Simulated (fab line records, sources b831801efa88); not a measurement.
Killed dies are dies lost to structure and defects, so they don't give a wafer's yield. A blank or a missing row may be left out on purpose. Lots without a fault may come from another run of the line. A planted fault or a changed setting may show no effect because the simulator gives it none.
A struck lot beside a sound one | flow sky130 | 18 steps out of a route of 708
Sound: wafers L469.1, L469.5, L469.6. Struck: wafers L475.2, L475.5, L475.6. The cause comes at the end.
At each step with rows: each side's tool, then ch and its chambers, then its first start. Under that, the readings that differ: sound wafers | struck wafers | difference of the means | sigmas: that difference in standard deviations of wafers without a fault.
alike: readings whose means differ by less than 2 such deviations, and words and numbers that are the same on both sides. not compared: withheld readings, readings that some wafer has no value for, bounds like >300 that may hide the same value, and numbers for which the record gives no deviation and whose values overlap.
The two part at a step that has a row with sigmas, a row that says differs or no value, or rows on one side only. Numbers that don't overlap but have no deviation are shown without sigmas and don't part them. A reading that every wafer of one side lacks parts them only if that side has two wafers or more.

first, 4 steps without rows for these wafers: SKY_PWDE_SOFTBAKE_03; SKY_PWDE_EXPOSE_04 (exposes mask PWDEM, target cd 840 nm); SKY_PWDE_PEB_05; SKY_PWDE_DEVELOP_06 (develop time 60 s).
SKY_PWDE_OVL_MEAS_07:
  sound on overlay-01, day 3 17:04; struck on overlay-01, day 5 01:58
  reading       | sound          | struck      | difference | sigmas
  PWDE_OVL (nm) | -2.8 -0.8 -2.1 | 0.8 2.3 1.2 | +3.3       | +2
then, 1 step without rows for these wafers: SKY_PWDE_IMPLANT_08.
SKY_PWDE_STRIP_09: strips in O2/N2.
  sound on plasma_asher-03 ch 0,1, day 3 17:14; struck on plasma_asher-04 ch 0,1, day 5 02:08
  reading                      | sound             | struck            | difference | sigmas
  strip_time_to_endpoint_s (s) | 37.07 37.02 37.11 | 36.81 36.90 36.88 | -0.20      | -2
  alike: drypump_motor_current_A, oes_product_au
  not compared: rf_hours_counter_h
SKY_PWDE_TW_MEAS_10:
  sound on film_metro-01, day 3 17:20; struck on film_metro-03, day 5 02:15
  alike: PWDE_TW
then, 4 steps without rows for these wafers: SKY_NWELL_DEHYDRATE_03 (time 60 s); SKY_NWELL_HMDS_04 (prime time 60 s); SKY_NWELL_COAT_05 (resist thk 3000 nm); SKY_NWELL_SOFTBAKE_06.
SKY_NWELL_EXPOSE_07: exposes mask NWM, target cd 840 nm.
  sound on iline_stepper-02 ch 0, day 4 00:46; struck on iline_stepper-02 ch 0, day 5 10:34
  reading                       | sound                   | struck               | difference | sigmas
  model.NWELL.overlay_x_nm (nm) | -0.2245 -0.2245 -0.2245 | -113.1 -113.1 -113.1 | -112.9     |
  alike: mask
then, 2 steps without rows for these wafers: SKY_NWELL_PEB_08; SKY_NWELL_DEVELOP_09 (develop time 60 s).
SKY_NWELL_OVL_MEAS_10:
  sound on overlay-02, day 4 08:59; struck on overlay-02, day 5 19:47
  reading           | sound          | struck               | difference | sigmas
  NWELL_00_OVL (nm) | -1.5 -0.5 -0.5 | -114.6 -114.1 -113.3 | -113.2     | -75
then, 1 step without rows for these wafers: SKY_NWELL_IMPLANT_11.
-- the record jumps here: 41 days lie between the struck wafers' starts before and after (it left off in module NWELL and takes up again in module PAD_OPEN, whose first step shown is number 708 of the route) --
SKY_PAD_OPEN_PROBE_99:
  sound on prober-02, day 45 17:34; struck on prober-02, day 47 04:47
  reading                          | sound                        | struck                       | difference | sigmas
  model.etest.pfet_16v.r_on_ohm_um | 1.54e+04 1.534e+04 1.464e+04 | 1.377e+04 1.391e+04 1.33e+04 | -1.467e+03 |
  model.etest.nfet_16v.r_on_ohm_um | 1.42e+04 1.409e+04 1.4e+04   | 1.332e+04 1.336e+04 1.33e+04 | -7.700e+02 |
  model.etest.pfet_16v.drive_ua_um | 243.3 244.1 251              | 276.9 275.8 283.2            | +32.5      |
  model.etest.nfet_16v.drive_ua_um | 219.9 222.3 225.8            | 228.1 229.2 229.4            | +6.2       |
  alike: killed_at_M0_to_M3, killed_at_M4_up, killed_at_contacts, killed_at_front_end, killed_at_other, killed_dies, killed_open, killed_short

WHERE THEY PART
First at SKY_PWDE_OVL_MEAS_07; last, within this record, at SKY_NWELL_OVL_MEAS_10. Later steps at which nothing parts them and some readings are alike: SKY_PAD_OPEN_PROBE_99.

WHY: what the simulator had put in
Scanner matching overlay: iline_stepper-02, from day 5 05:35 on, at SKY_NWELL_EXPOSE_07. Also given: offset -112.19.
